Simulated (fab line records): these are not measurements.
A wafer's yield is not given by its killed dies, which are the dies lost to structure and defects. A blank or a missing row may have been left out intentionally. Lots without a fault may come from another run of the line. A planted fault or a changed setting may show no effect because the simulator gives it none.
Split-lot experiment / flow sky130 / 23 wafers read from 5 lots, route of 708 steps

ABOUT THE SPLIT
At SKY_LOCAL_INTERCONNECT_COAT_05 (resist thk 60 nm), the setting resist_thk_nm was moved away from the recipe's 60 nm on 8 of the 23 wafers read, by -5.8% to +3.8%. The other wafers ran this setting at the recipe's value.

FROM THE SPLIT TO THE READING: what the file shows between them, 2 steps
- SKY_LOCAL_INTERCONNECT_COAT_06: resist thk 450 nm
- SKY_LOCAL_INTERCONNECT_SOFTBAKE_07: time 90 s

THE READING
oes_product_au, in a.u., at SKY_LOCAL_INTERCONNECT_ETCH_13 (etches BARC in N2/H2, stops on SiO2, time 45.9 s, target depth 60 nm). Fault-free wafers of this fab line usually give 0.854 a.u., standard deviation 0.0048 a.u.

wafer=L077.1; tool, chamber at the split=litho_track-03, 0; resist_thk_nm as run, nm=62.18; against the recipe=+3.6%; oes_product_au, a.u.=0.877; against lot-mates on the recipe=+0.026
wafer=L077.2; tool, chamber at the split=litho_track-03, 0; resist_thk_nm as run, nm=62.18; against the recipe=+3.6%; oes_product_au, a.u.=0.880; against lot-mates on the recipe=+0.029
wafer=L077.3; tool, chamber at the split=litho_track-03, 0; resist_thk_nm as run, nm=60; against the recipe=recipe; oes_product_au, a.u.=0.850; against lot-mates on the recipe=-
wafer=L077.4; tool, chamber at the split=litho_track-03, 0; resist_thk_nm as run, nm=60; against the recipe=recipe; oes_product_au, a.u.=0.851; against lot-mates on the recipe=-
wafer=L077.5; tool, chamber at the split=litho_track-03, 0; resist_thk_nm as run, nm=62.18; against the recipe=+3.6%; oes_product_au, a.u.=0.875; against lot-mates on the recipe=+0.024
wafer=L079.1; tool, chamber at the split=litho_track-03, 0; resist_thk_nm as run, nm=56.55; against the recipe=-5.8%; oes_product_au, a.u.=0.822; against lot-mates on the recipe=-0.025
wafer=L079.2; tool, chamber at the split=litho_track-03, 0; resist_thk_nm as run, nm=56.55; against the recipe=-5.8%; oes_product_au, a.u.=0.821; against lot-mates on the recipe=-0.026
wafer=L079.3; tool, chamber at the split=litho_track-03, 0; resist_thk_nm as run, nm=56.55; against the recipe=-5.8%; oes_product_au, a.u.=0.822; against lot-mates on the recipe=-0.025
wafer=L079.4; tool, chamber at the split=litho_track-03, 0; resist_thk_nm as run, nm=60; against the recipe=recipe; oes_product_au, a.u.=0.843; against lot-mates on the recipe=-
wafer=L079.5; tool, chamber at the split=litho_track-03, 0; resist_thk_nm as run, nm=60; against the recipe=recipe; oes_product_au, a.u.=0.852; against lot-mates on the recipe=-
wafer=L080.2; tool, chamber at the split=litho_track-01, 0; resist_thk_nm as run, nm=60; against the recipe=recipe; oes_product_au, a.u.=0.861; against lot-mates on the recipe=-
wafer=L080.3; tool, chamber at the split=litho_track-01, 0; resist_thk_nm as run, nm=60; against the recipe=recipe; oes_product_au, a.u.=0.852; against lot-mates on the recipe=-
wafer=L080.4; tool, chamber at the split=litho_track-01, 0; resist_thk_nm as run, nm=60; against the recipe=recipe; oes_product_au, a.u.=0.854; against lot-mates on the recipe=-
wafer=L080.5; tool, chamber at the split=litho_track-01, 0; resist_thk_nm as run, nm=60; against the recipe=recipe; oes_product_au, a.u.=0.850; against lot-mates on the recipe=-
wafer=L080.6; tool, chamber at the split=litho_track-01, 0; resist_thk_nm as run, nm=60; against the recipe=recipe; oes_product_au, a.u.=0.851; against lot-mates on the recipe=-
wafer=L083.1; tool, chamber at the split=litho_track-02, 0; resist_thk_nm as run, nm=62.27; against the recipe=+3.8%; oes_product_au, a.u.=0.876; against lot-mates on the recipe=+0.021
wafer=L083.3; tool, chamber at the split=litho_track-02, 0; resist_thk_nm as run, nm=60; against the recipe=recipe; oes_product_au, a.u.=0.852; against lot-mates on the recipe=-
wafer=L083.4; tool, chamber at the split=litho_track-02, 0; resist_thk_nm as run, nm=60; against the recipe=recipe; oes_product_au, a.u.=0.853; against lot-mates on the recipe=-
wafer=L083.5; tool, chamber at the split=litho_track-02, 0; resist_thk_nm as run, nm=60; against the recipe=recipe; oes_product_au, a.u.=0.859; against lot-mates on the recipe=-
wafer=L083.6; tool, chamber at the split=litho_track-02, 0; resist_thk_nm as run, nm=62.27; against the recipe=+3.8%; oes_product_au, a.u.=0.871; against lot-mates on the recipe=+0.016
wafer=L085.1; tool, chamber at the split=litho_track-01, 0; resist_thk_nm as run, nm=60; against the recipe=recipe; oes_product_au, a.u.=0.855; against lot-mates on the recipe=-
wafer=L085.2; tool, chamber at the split=litho_track-01, 0; resist_thk_nm as run, nm=60; against the recipe=recipe; oes_product_au, a.u.=0.862; against lot-mates on the recipe=-
wafer=L085.4; tool, chamber at the split=litho_track-01, 0; resist_thk_nm as run, nm=60; against the recipe=recipe; oes_product_au, a.u.=0.860; against lot-mates on the recipe=-

THE FIT
A straight line over all 23 wafers: oes_product_au changes by +0.00573 a.u. for each +1% of resist_thk_nm; r = +0.96; the points scatter about the line by 0.0044 a.u.
The same after taking each lot's own level away (the mean of its wafers on the recipe; 23 wafers): +0.00525 a.u. for each +1%; r = +0.96; scatter 0.0043 a.u.
On that fit, the largest move of resist_thk_nm shifts the reading by 0.03 a.u.
Measured against the standard deviation above, the lots' own levels, which go from 0.8475 to 0.8590 a.u., span 2.4 times it.
Consequently the slope shifts little with the lot-to-lot level, the two slopes agreeing.
Check: with one of the wafers moved furthest among these (-5.8%) left out of the fit, the line predicts -0.0297 a.u. for it against its lot-mates. It came out at -0.0255 a.u. against them.

OTHER SPLITS ON THESE WAFERS
Note: prior to the reading, these wafers also went through further splits. Each is held against what the fit with the lots' levels taken away leaves over:
other split on the same wafers=SKY_POLY_GATE_SOFTBAKE_09 temp_c; wafers away from the commonest value=6; r with oes_product_au (lot level and that fit taken away)=+0.36
other split on the same wafers=SKY_LDD_N_COAT_02 spin_rpm; wafers away from the commonest value=5; r with oes_product_au (lot level and that fit taken away)=-0.46
other split on the same wafers=SKY_LDD_N_IMPLANT_08 dose_cm2; wafers away from the commonest value=11; r with oes_product_au (lot level and that fit taken away)=+0.21
other split on the same wafers=SKY_LDD_LDN_IMPLANT_09 dose_cm2; wafers away from the commonest value=10; r with oes_product_au (lot level and that fit taken away)=+0.09
other split on the same wafers=SKY_POLY_CUT_COAT_03 spin_rpm; wafers away from the commonest value=8; r with oes_product_au (lot level and that fit taken away)=-0.11
other split on the same wafers=SKY_SD_N_DEVELOP_06 develop_time_s; wafers away from the commonest value=9; r with oes_product_au (lot level and that fit taken away)=-0.33
other split on the same wafers=SKY_SD_N_IMPLANT_10 energy_kev; wafers away from the commonest value=8; r with oes_product_au (lot level and that fit taken away)=-0.29
other split on the same wafers=SKY_LI_CONTACT_COAT_07 spin_rpm; wafers away from the commonest value=10; r with oes_product_au (lot level and that fit taken away)=-0.28
other split on the same wafers=SKY_LI_CONTACT_CVD_21 pressure_torr; wafers away from the commonest value=15; r with oes_product_au (lot level and that fit taken away)=+0.44

THE WHOLE CHAIN: every reading that the file lists as answering this split, in the file's order
step=SKY_LOCAL_INTERCONNECT_ETCH_13; what it does=etches BARC in N2/H2, stops on SiO2, time 45.9 s, target depth 60 nm; reading=oes_product_au; change (the file's fit)=+0.00524 a.u. for each +1% of the setting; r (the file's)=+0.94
step=SKY_LOCAL_INTERCONNECT_ETCH_13; what it does=etches BARC in N2/H2, stops on SiO2, time 45.9 s, target depth 60 nm; reading=etch.depth_nm (the simulator's own value, which no gauge read); change (the file's fit)=+0.608 nm for each +1% of the setting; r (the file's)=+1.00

THE FILE'S OWN FIT
oes_product_au changes by +0.00524 a.u. for each +1% of resist_thk_nm, r = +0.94.
